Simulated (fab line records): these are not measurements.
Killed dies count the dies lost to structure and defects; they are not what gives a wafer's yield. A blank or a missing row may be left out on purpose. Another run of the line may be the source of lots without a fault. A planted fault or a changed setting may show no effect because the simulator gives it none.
fab line records | flow sky130
record lots=6 | wafers=18 | last-day=50
route steps=708 shown NWELL@65 PAD_OPEN@708
lots that met no fault: taken from a fault-free run of the same line
start-h: start of the lot's first displayed wafer, in hours after the record's first day | wait-h: time in hours since the lot's previous step | " as in the row above | L1.1+2: a single row standing in for several wafers | - value missing, or start not given | * or withheld: withheld | < > ~ a bound
route shown NAME@n: a module of which the file shows steps, and the number in the route of the first | usual: the fault-free wafers' mean and standard deviation | same: alike in all rows | chamber/n: place in a boat | sites: per-site readings | _std_site: how widely they spread, as a standard deviation | _edge_site: inner sites' mean taken away from outer sites' mean | radius-mm: how far each site lies from the wafer's centre | mask NAME#n: copy n | behind: the tool/chamber that last shaped the wafer | hold: why the lot was held/for how many hours/how that ended | device: names the non-switching transistor (n, p or np) | end of line: the tests these same wafers got at the end of their route | a step without rows: its recipe alone | killed: dies lost to structure and defects at the first sort, not the wafer's yield | map: shows each die of a wafer: x if killed, . if not, _ if none is there
set.NAME: the run value of the setting; set.NAME@STEP: its run value at that earlier step | model.NAME: the simulator's own value behind a step, which no gauge read
lots seen at some steps along the route; tables by step, rows by wafer
services: when a tool's chamber went out of use (start-h, in hours from the record's first day, below 0 if earlier), for how many hours, and the reason
## steps
# step SKY_NWELL_IMPLANT_12
# recipe species=P | energy-kev=120 | dose-cm2=1.3e+12 | tilt-deg=withheld
# step SKY_NWELL_IMPLANT_13
# recipe species=P | energy-kev=50 | dose-cm2=7e+11 | tilt-deg=withheld
# step SKY_NWELL_STRIP_14
# recipe chemistry=O2/N2 | power-w=1400 | pressure-mtorr=1500 | platen-temp-c=withheld | o2-flow-sccm=3000 | n2-flow-sccm=300 | overash-fraction=0.5
# usual drypump-motor-current-A=5.86/0.19 | oes-product-au=0.722/0.0049 | strip-time-to-endpoint-s=36.97/0.11
lot.wafer | tool            | chamber | start-h | wait-h | drypump-motor-current-A | oes-product-au | rf-hours-counter-h | strip-time-to-endpoint-s
L672.2    | plasma-asher-03 | 1       | 89.16   | 0.1    | 6.25                    | 0.722          | 29                 | 36.90
L672.4    | "               | 0       | "       | "      | 5.64                    | 0.726          | -                  | 36.84
L672.6    | "               | 0       | "       | "      | 5.63                    | 0.724          | -                  | 36.88
L681.3    | plasma-asher-03 | 1       | 138.36  | 0.1    | 6.24                    | 0.717          | -                  | 36.91
L681.5    | "               | 1       | "       | "      | 6.25                    | 0.721          | -                  | 36.91
L681.6    | "               | 0       | "       | "      | 5.59                    | 0.730          | -                  | 36.89
L682.1    | plasma-asher-02 | 1       | 146.53  | 0.1    | 5.89                    | 0.714          | 49                 | 36.92
L682.2    | "               | 0       | "       | "      | 5.69                    | 0.721          | 49                 | 36.90
L682.4    | "               | 1       | "       | "      | 5.91                    | 0.725          | -                  | 36.88
L690.2    | plasma-asher-04 | 1       | 188.46  | 0.1    | 5.93                    | 0.719          | 7                  | 37.10
L690.4    | "               | 1       | "       | "      | 5.92                    | 0.719          | -                  | 37.11
L690.6    | "               | 0       | "       | "      | 5.91                    | 0.719          | -                  | 36.99
L692.3    | plasma-asher-02 | 0       | 206.49  | 0.1    | 5.69                    | 0.728          | -                  | 37.17
L692.4    | "               | 1       | "       | "      | 5.88                    | 0.719          | -                  | 37.16
L692.6    | "               | 0       | "       | "      | 5.71                    | 0.731          | -                  | 37.18
L694.1    | plasma-asher-02 | 0       | 229.74  | 0.1    | 5.70                    | 0.716          | 57                 | 36.86
L694.2    | "               | 1       | "       | "      | 5.88                    | 0.714          | 57                 | 36.96
L694.4    | "               | 0       | "       | "      | 5.72                    | 0.717          | -                  | 36.93
# step SKY_NWELL_TW_MEAS_15
# usual NWELL_TW=1834/12
lot.wafer | tool          | chamber | start-h | wait-h | NWELL_TW
L672.2    | film-metro-04 | -       | 89.27   | 0.1    | 1844
L672.4    | "             | -       | "       | "      | 1838
L672.6    | "             | -       | "       | "      | 1838
L681.3    | film-metro-04 | -       | 138.45  | 0.1    | 1840
L681.5    | "             | -       | "       | "      | 1834
L681.6    | "             | -       | "       | "      | 1847
L682.1    | film-metro-01 | -       | 146.63  | 0.1    | 1827
L682.2    | "             | -       | "       | "      | 1828
L682.4    | "             | -       | "       | "      | 1830
L690.2    | film-metro-01 | -       | 188.57  | 0.1    | 1835
L690.4    | "             | -       | "       | "      | 1833
L690.6    | "             | -       | "       | "      | 1827
L692.3    | film-metro-01 | -       | 206.58  | 0.1    | 1831
L692.4    | "             | -       | "       | "      | 1834
L692.6    | "             | -       | "       | "      | 1830
L694.1    | film-metro-02 | -       | 229.84  | 0.1    | 1820
L694.2    | "             | -       | "       | "      | 1831
L694.4    | "             | -       | "       | "      | 1822
# step SKY_NWELL_DEHYDRATE_16
# recipe temp-c=200 | time-s=60
# step SKY_NWELL_HMDS_17
# recipe prime-time-s=60 | prime-temp-c=120
# step SKY_NWELL_COAT_18
# recipe spin-rpm=2000 | resist-thk-nm=3000
# step SKY_NWELL_SOFTBAKE_19
# recipe temp-c=110 | time-s=withheld
# step SKY_NWELL_EXPOSE_20
# recipe mask-id=NWM_COMPLEMENT | na=0.6 | source-shape=conventional | sigma-outer=0.6 | polarization=unpolarized | target-cd-nm=840 | dose-mj=260
# step SKY_NWELL_PEB_21
# recipe temp-c=115 | time-s=withheld
# step SKY_NWELL_DEVELOP_22
# recipe wall-angle-deg=90 | developer=TMAH | develop-time-s=60 | dev-temp-c=23
# step SKY_NWELL_OVL_MEAS_23
# usual NWELL_01_OVL=-0.3/1.4
lot.wafer | tool       | chamber | start-h | wait-h | NWELL_01_OVL[nm]
L672.2    | overlay-02 | -       | 106.51  | -      | -0.9
L672.4    | "          | -       | "       | "      | -0.1
L672.6    | "          | -       | "       | "      | -0.6
L681.3    | overlay-01 | -       | 156.56  | -      | 0.3
L681.5    | "          | -       | "       | "      | 1.7
L681.6    | "          | -       | "       | "      | -0.7
L682.1    | overlay-01 | -       | 164.87  | -      | 1.5
L682.2    | "          | -       | "       | "      | -1.4
L682.4    | "          | -       | "       | "      | 1.2
L690.2    | overlay-02 | -       | 209.10  | -      | -2.3
L690.4    | "          | -       | "       | "      | -1.1
L690.6    | "          | -       | "       | "      | -1.4
L692.3    | overlay-01 | -       | 228.44  | -      | 0.4
L692.4    | "          | -       | "       | "      | 1.1
L692.6    | "          | -       | "       | "      | 1.5
L694.1    | overlay-01 | -       | 252.79  | -      | 1.5
L694.2    | "          | -       | "       | "      | -0.8
L694.4    | "          | -       | "       | "      | 1.4
# step SKY_NWELL_IMPLANT_24
# recipe species=B | energy-kev=140 | dose-cm2=9.2e+12 | tilt-deg=withheld
# usual beam-on-s=9.98/0.22 | dose-ions-cm2=9.199e+12/1.1e+10 | end-station-pressure-torr=5.06e-06/2.7e-07 | faraday-current-uA=51.9/1.1
lot.wafer | tool         | chamber | start-h | wait-h | beam-on-s | dose-ions-cm2 | end-station-pressure-torr | faraday-current-uA
L672.2    | implanter-02 | 0       | 106.56  | 0.0    | 10.18     | 9.186e+12     | 4.78e-06                  | 50.9
L672.4    | "            | 0       | "       | "      | 9.97      | 9.181e+12     | 5.58e-06                  | 52.1
L672.6    | "            | 0       | "       | "      | 9.90      | 9.188e+12     | 5.21e-06                  | 52.4
L681.3    | implanter-03 | 0       | 156.63  | 0.1    | 9.84      | 9.987e+12     | 4.63e-06                  | 57.0
L681.5    | "            | 0       | "       | "      | 10.06     | 9.981e+12     | 5.57e-06                  | 56.1
L681.6    | "            | 0       | "       | "      | 10.10     | 9.986e+12     | 4.93e-06                  | 55.9
L682.1    | implanter-03 | 0       | 164.91  | 0.0    | 10.80     | 9.972e+12     | 5.19e-06                  | 52.0
L682.2    | "            | 0       | "       | "      | 9.74      | 9.979e+12     | 4.89e-06                  | 57.8
L682.4    | "            | 0       | "       | "      | 9.74      | 1e+13         | 5.02e-06                  | 57.5
L690.2    | implanter-02 | 0       | 209.16  | 0.0    | 9.99      | 9.204e+12     | 4.92e-06                  | 51.8
L690.4    | "            | 0       | "       | "      | 10.26     | 9.196e+12     | 5e-06                     | 50.6
L690.6    | "            | 0       | "       | "      | 9.78      | 9.206e+12     | 4.95e-06                  | 53.1
L692.3    | implanter-02 | 0       | 228.51  | 0.1    | 9.62      | 9.194e+12     | 5.2e-06                   | 53.7
L692.4    | "            | 0       | "       | "      | 10.09     | 9.205e+12     | 4.67e-06                  | 51.2
L692.6    | "            | 0       | "       | "      | 10.16     | 9.196e+12     | 5.15e-06                  | 51.3
L694.1    | implanter-03 | 0       | 252.83  | 0.0    | 9.97      | 9.187e+12     | 4.78e-06                  | 51.9
L694.2    | "            | 0       | "       | "      | 9.63      | 9.203e+12     | 5.12e-06                  | 53.6
L694.4    | "            | 0       | "       | "      | 10.04     | 9.198e+12     | 5.16e-06                  | 51.7
# step SKY_NWELL_STRIP_25
# recipe chemistry=O2/N2 | power-w=1400 | pressure-mtorr=1500 | platen-temp-c=withheld | o2-flow-sccm=3000 | n2-flow-sccm=300 | overash-fraction=0.5
# usual drypump-motor-current-A=5.88/0.16 | oes-product-au=0.722/0.0051 | strip-time-to-endpoint-s=36.99/0.11
lot.wafer | tool            | chamber | start-h | wait-h | drypump-motor-current-A | oes-product-au | rf-hours-counter-h | strip-time-to-endpoint-s
L672.2    | plasma-asher-02 | 1       | 106.69  | 0.1    | 5.89                    | 0.721          | 45                 | 37.02
L672.4    | "               | 0       | "       | "      | 5.68                    | 0.712          | -                  | 37.05
L672.6    | "               | 1       | "       | "      | 5.91                    | 0.726          | -                  | 37.03
L681.3    | plasma-asher-02 | 1       | 156.76  | 0.1    | 5.94                    | 0.729          | -                  | 36.98
L681.5    | "               | 1       | "       | "      | 5.90                    | 0.720          | -                  | 36.87
L681.6    | "               | 0       | "       | "      | 5.69                    | 0.715          | -                  | 36.91
L682.1    | plasma-asher-04 | 1       | 165.06  | 0.1    | 5.89                    | 0.713          | 4                  | 36.87
L682.2    | "               | 0       | "       | "      | 5.93                    | 0.727          | 4                  | 37.01
L682.4    | "               | 1       | "       | "      | 5.95                    | 0.719          | -                  | 36.94
L690.2    | plasma-asher-02 | 0       | 209.28  | 0.1    | 5.68                    | 0.726          | 55                 | 36.99
L690.4    | "               | 1       | "       | "      | 5.88                    | 0.724          | -                  | 37.02
L690.6    | "               | 1       | "       | "      | 5.90                    | 0.730          | -                  | 36.92
L692.3    | plasma-asher-04 | 1       | 228.64  | 0.1    | 5.92                    | 0.723          | -                  | 37.02
L692.4    | "               | 0       | "       | "      | 5.93                    | 0.728          | -                  | 36.92
L692.6    | "               | 1       | "       | "      | 5.93                    | 0.725          | -                  | 36.79
L694.1    | plasma-asher-04 | 1       | 252.98  | 0.1    | 5.93                    | 0.730          | 13                 | 37.14
L694.2    | "               | 0       | "       | "      | 5.95                    | 0.717          | 13                 | 37.01
L694.4    | "               | 1       | "       | "      | 5.93                    | 0.734          | -                  | 36.99
# step SKY_NWELL_TW_MEAS_26
# usual NWELL_2_TW=499.9/2.8
lot.wafer | tool          | chamber | start-h | wait-h | NWELL_2_TW
L672.2    | film-metro-04 | -       | 106.80  | 0.1    | 497.5
L672.4    | "             | -       | "       | "      | 497.1
L672.6    | "             | -       | "       | "      | 499.6
L681.3    | film-metro-02 | -       | 156.86  | 0.1    | 511.0
L681.5    | "             | -       | "       | "      | 508.8
L681.6    | "             | -       | "       | "      | 505.6
L682.1    | film-metro-01 | -       | 165.16  | 0.1    | 511.6
L682.2    | "             | -       | "       | "      | 510.8
L682.4    | "             | -       | "       | "      | 510.8
L690.2    | film-metro-04 | -       | 209.39  | 0.1    | 503.8
L690.4    | "             | -       | "       | "      | 501.5
L690.6    | "             | -       | "       | "      | 502.4
L692.3    | film-metro-04 | -       | 228.73  | 0.1    | 503.8
L692.4    | "             | -       | "       | "      | 504.2
L692.6    | "             | -       | "       | "      | 502.6
L694.1    | film-metro-01 | -       | 253.08  | 0.1    | 498.3
L694.2    | "             | -       | "       | "      | 497.8
L694.4    | "             | -       | "       | "      | 496.0
# step SKY_NWELL_CLEAN_27
# recipe chemistry=SC1/SC2 | mix=1:4:20 | temp-c=70 | time-s=150 | dry=n2-spin
# step SKY_PAD_OPEN_PROBE_99
# usual killed_at_M0_to_M3=43/7.7 | killed_at_M4_up=2.9/1.9 | killed-at-contacts=24/5.9 | killed-at-front-end=16/5.1 | killed-at-other=0.3/0.63 | killed-dies=86/10 | killed-open=47/7.6 | killed-short=39/6.8
# same gross-dies=492 | killed-at-back-side=0
lot.wafer | tool      | chamber | start-h | wait-h | killed_at_M0_to_M3 | killed_at_M4_up | killed-at-contacts | killed-at-front-end | killed-at-other | killed-dies | killed-open | killed-short | model.etest.pfet_16v.r-on-ohm-um | model.etest.res-pwell-under-gate.rs-ohm-sq | model.etest.pfet_16v.drive-ua-um | model.etest.field-n.vt-v
L672.2    | prober-02 | -       | 1073.25 | 0.1    | 33                 | 0               | 35                 | 8                   | 0               | 76          | 43          | 33           | 1.535e+04                        | 2284                                       | 242                              | 35.54
L672.4    | prober-02 | -       | 1073.35 | 0.2    | 39                 | 4               | 21                 | 23                  | 0               | 87          | 48          | 37           | 1.538e+04                        | 2276                                       | 236.5                            | 35.45
L672.6    | prober-02 | -       | 1073.45 | 0.2    | 41                 | 0               | 16                 | 14                  | 0               | 71          | 40          | 31           | 1.527e+04                        | 2266                                       | 240.2                            | 35.63
L681.3    | prober-02 | -       | 1126.04 | 0.2    | 43                 | 2               | 31                 | 17                  | 0               | 93          | 44          | 49           | 1.456e+04                        | 2159                                       | 252.1                            | 37.13
L681.5    | prober-02 | -       | 1126.14 | 0.2    | 50                 | 3               | 21                 | 17                  | 0               | 91          | 54          | 37           | 1.457e+04                        | 2159                                       | 251.2                            | 37.42
L681.6    | prober-02 | -       | 1126.19 | 0.2    | 45                 | 3               | 40                 | 21                  | 0               | 109         | 48          | 59           | 1.459e+04                        | 2156                                       | 250.4                            | 37.86
L682.1    | prober-01 | -       | 1134.89 | 0.1    | 53                 | 2               | 34                 | 23                  | 0               | 112         | 68          | 42           | 1.489e+04                        | 2153                                       | 247                              | 37.95
L682.2    | prober-01 | -       | 1134.94 | 0.1    | 42                 | 1               | 34                 | 23                  | 0               | 100         | 56          | 44           | 1.454e+04                        | 2167                                       | 247.9                            | 37.11
L682.4    | prober-01 | -       | 1135.04 | 0.2    | 41                 | 2               | 23                 | 11                  | 0               | 77          | 49          | 28           | 1.458e+04                        | 2160                                       | 248.2                            | 37.22
L690.2    | prober-01 | -       | 1168.59 | 0.1    | 41                 | 4               | 17                 | 10                  | 2               | 74          | 36          | 37           | 1.49e+04                         | 2301                                       | 248.1                            | 35.53
L690.4    | prober-01 | -       | 1168.69 | 0.2    | 32                 | 2               | 25                 | 19                  | 2               | 80          | 49          | 31           | 1.523e+04                        | 2308                                       | 249                              | 35.68
L690.6    | prober-01 | -       | 1168.79 | 0.2    | 42                 | 1               | 27                 | 13                  | 1               | 84          | 45          | 38           | 1.531e+04                        | 2322                                       | 243.3                            | 35.43
L692.3    | prober-01 | -       | 1184.01 | 0.2    | 42                 | 4               | 25                 | 21                  | 1               | 93          | 50          | 43           | 1.594e+04                        | 2288                                       | 237.9                            | 35.86
L692.4    | prober-01 | -       | 1184.06 | 0.2    | 56                 | 4               | 18                 | 20                  | 0               | 98          | 46          | 52           | 1.551e+04                        | 2309                                       | 241.4                            | 35.79
L692.6    | prober-01 | -       | 1184.16 | 0.2    | 48                 | 4               | 19                 | 17                  | 0               | 88          | 42          | 46           | 1.598e+04                        | 2303                                       | 237.4                            | 35.86
L694.1    | prober-02 | -       | 1203.06 | 0.1    | 42                 | 2               | 30                 | 15                  | 0               | 89          | 47          | 42           | 1.532e+04                        | 2282                                       | 236.9                            | 35.63
L694.2    | prober-02 | -       | 1203.11 | 0.1    | 48                 | 7               | 15                 | 15                  | 2               | 87          | 42          | 45           | 1.534e+04                        | 2257                                       | 236.9                            | 35.33
L694.4    | prober-02 | -       | 1203.21 | 0.2    | 34                 | 3               | 26                 | 11                  | 0               | 74          | 39          | 35           | 1.52e+04                         | 2292                                       | 240.7                            | 35.58
# killed by level:class
L672.2 LI_CONTACT:geometric-particle:open=15 VIA1:geometric-particle:open=8 CONTACT:geometric-particle:short=7 CONTACT:geometric-particle:open=7 METAL2:geometric-particle:short=7 VIA1:geometric-particle:short=6 VIA2:geometric-particle:open=5 LOCAL_INTERCONNECT:geometric-particle:short=4
L672.4 VIA3:geometric-particle:open=8 LI_CONTACT:geometric-particle:open=7 VIA1:geometric-particle:open=7 FIELD_ISO:geometric-particle:short=6 LOCAL_INTERCONNECT:geometric-particle:short=6 VIA2:geometric-particle:open=6 CONTACT:geometric-particle:open=5 METAL1:geometric-particle:short=5
L672.6 VIA1:geometric-particle:open=11 METAL1:geometric-particle:short=8 VIA3:geometric-particle:open=6 LI_CONTACT:geometric-particle:open=5 CONTACT:geometric-particle:open=5 FIELD_ISO:geometric-particle:open=4 LI_CONTACT:geometric-particle:short=4 METAL2:geometric-particle:short=4
L681.3 CONTACT:geometric-particle:open=9 METAL1:geometric-particle:short=8 FIELD_ISO:geometric-particle:open=7 VIA3:geometric-particle:open=6 CONTACT:geometric-particle:short=6 VIA1:geometric-particle:open=6 VIA1:geometric-particle:short=6 VIA2:geometric-particle:open=6
L681.5 VIA1:geometric-particle:open=11 CONTACT:geometric-particle:open=10 VIA3:geometric-particle:open=9 METAL1:geometric-particle:short=8 VIA2:geometric-particle:open=8 FIELD_ISO:geometric-particle:open=6 POLY_GATE:geometric-particle:short=5 LI_CONTACT:geometric-particle:open=5
L681.6 CONTACT:geometric-particle:open=9 LI_CONTACT:geometric-particle:short=8 LI_CONTACT:geometric-particle:open=8 CONTACT:geometric-particle:short=8 VIA1:geometric-particle:open=7 LOCAL_INTERCONNECT:geometric-particle:short=7 METAL1:geometric-particle:short=7 METAL2:geometric-particle:short=7
L682.1 CONTACT:geometric-particle:open=16 LI_CONTACT:geometric-particle:open=11 VIA1:geometric-particle:open=11 POLY_GATE:geometric-particle:short=8 VIA2:geometric-particle:open=8 POLY_GATE:geometric-particle:open=6 METAL1:geometric-particle:short=6 VIA2:geometric-particle:short=5
L682.2 CONTACT:geometric-particle:open=12 VIA1:geometric-particle:open=11 LI_CONTACT:geometric-particle:open=10 POLY_GATE:geometric-particle:short=9 VIA3:geometric-particle:open=9 FIELD_ISO:geometric-particle:open=5 METAL2:geometric-particle:short=5 LI_CONTACT:geometric-particle:short=4
L682.4 VIA1:geometric-particle:open=12 CONTACT:geometric-particle:open=9 VIA3:geometric-particle:open=6 LI_CONTACT:geometric-particle:open=5 CONTACT:geometric-particle:short=5 VIA2:geometric-particle:open=5 POLY_GATE:geometric-particle:short=4 METAL2:geometric-particle:short=4
L690.2 VIA1:geometric-particle:open=10 METAL1:geometric-particle:short=7 VIA3:geometric-particle:open=6 FIELD_ISO:geometric-particle:open=5 METAL3:geometric-particle:short=4 CONTACT:geometric-particle:open=4 VIA2:geometric-particle:open=4 METAL4:geometric-particle:short=4
L690.4 CONTACT:geometric-particle:open=10 VIA2:geometric-particle:open=8 VIA1:geometric-particle:open=6 FIELD_ISO:geometric-particle:short=5 POLY_GATE:geometric-particle:open=5 VIA3:geometric-particle:open=5 FIELD_ISO:geometric-particle:open=4 LOCAL_INTERCONNECT:geometric-particle:open=4
L690.6 CONTACT:geometric-particle:open=13 VIA1:geometric-particle:open=12 VIA1:geometric-particle:short=6 CONTACT:geometric-particle:short=5 VIA2:geometric-particle:open=5 VIA3:geometric-particle:open=5 FIELD_ISO:geometric-particle:open=4 POLY_GATE:geometric-particle:short=4
L692.3 VIA2:geometric-particle:open=9 VIA1:geometric-particle:open=8 LI_CONTACT:geometric-particle:open=7 CONTACT:geometric-particle:open=7 POLY_GATE:geometric-particle:short=6 LOCAL_INTERCONNECT:geometric-particle:short=6 METAL1:geometric-particle:short=6 METAL2:geometric-particle:short=5
L692.4 VIA1:geometric-particle:open=19 VIA1:geometric-particle:short=10 POLY_GATE:geometric-particle:short=6 LOCAL_INTERCONNECT:geometric-particle:short=6 CONTACT:geometric-particle:open=6 METAL1:geometric-particle:short=6 VIA3:geometric-particle:open=6 METAL2:geometric-particle:short=6
L692.6 VIA1:geometric-particle:open=10 METAL2:geometric-particle:short=9 VIA2:geometric-particle:open=7 LOCAL_INTERCONNECT:geometric-particle:short=5 VIA1:geometric-particle:short=5 VIA3:geometric-particle:open=5 FIELD_ISO:geometric-particle:short=4 METAL1:geometric-particle:short=4
L694.1 CONTACT:geometric-particle:open=18 METAL2:geometric-particle:short=8 VIA2:geometric-particle:open=8 VIA1:geometric-particle:short=5 POLY_GATE:geometric-particle:open=4 LI_CONTACT:geometric-particle:short=4 VIA1:geometric-particle:open=4 METAL1:geometric-particle:short=4
L694.2 VIA1:geometric-particle:open=12 VIA1:geometric-particle:short=9 VIA2:geometric-particle:open=8 METAL4:geometric-particle:short=7 POLY_GATE:geometric-particle:short=5 LI_CONTACT:geometric-particle:open=5 VIA3:geometric-particle:open=5 VIA3:geometric-particle:short=5
L694.4 CONTACT:geometric-particle:open=10 METAL2:geometric-particle:short=7 LI_CONTACT:geometric-particle:short=6 VIA1:geometric-particle:open=6 VIA3:geometric-particle:open=6 POLY_GATE:geometric-particle:short=4 LI_CONTACT:geometric-particle:open=4 METAL1:geometric-particle:short=4
## services
tool            | chamber | start-h | hours | kind
plasma-asher-04 | -       | 67.13   | 30.5  | repair
implanter-03    | -       | 75.50   | 1.2   | repair
implanter-03    | -       | 101.21  | 3.3   | pm
plasma-asher-04 | -       | 108.75  | 9.0   | pm
plasma-asher-04 | 0       | 108.75  | 9.0   | vent-cycle
plasma-asher-04 | 1       | 108.75  | 9.0   | vent-cycle
plasma-asher-02 | -       | 111.72  | 2.8   | pm
implanter-02    | -       | 114.56  | 1.3   | repair
plasma-asher-04 | 0       | 117.75  | -     | clean
plasma-asher-04 | 1       | 117.75  | -     | clean
implanter-03    | -       | 128.04  | 2.9   | repair
plasma-asher-04 | -       | 162.34  | 2.5   | repair
implanter-03    | -       | 165.74  | 1.2   | repair
implanter-03    | -       | 208.85  | 5.5   | repair
plasma-asher-02 | -       | 214.77  | 4.3   | pm
plasma-asher-03 | -       | 222.11  | 1.9   | repair
## key
first-sign step=SKY_NWELL_IMPLANT_24 | reading=dose-ions-cm2 | direction=up | sigmas=69 | usual=* | struck=*
effect step=SKY_NWELL_IMPLANT_24 | reading=faraday-current-uA | direction=up | sigmas=3.8 | usual=51.9 | struck=56.1
effect step=SKY_NWELL_TW_MEAS_26 | reading=NWELL_2_TW | direction=up | sigmas=3.5 | usual=499.9 | struck=509.8
model-effect step=SKY_PAD_OPEN_PROBE_99 | value=etest.pfet_16v.r-on-ohm-um | without=1.52e+04 | struck=1.462e+04
met-at SKY_NWELL_IMPLANT_24
struck-wafers L681.3,L681.5,L681.6,L682.1,L682.2,L682.4
tester-left-out L681,L682
fault kind=process-parameter-drift | tool=implanter-03 | chamber=- | onset-h=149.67 | steps=SKY_NWELL_IMPLANT_24 | channel=dose-cm2 | offset=* | shape=step | end-h=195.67 | acts-in=* | stated=*
# tester-left-out: of these lots the tester's yield and bins aren't shown, on N5 and GAA mostly nor the transistor test; their killed dies are dies lost to structure and defects alone, not to doping, threshold or leakage, so they don't give the yield
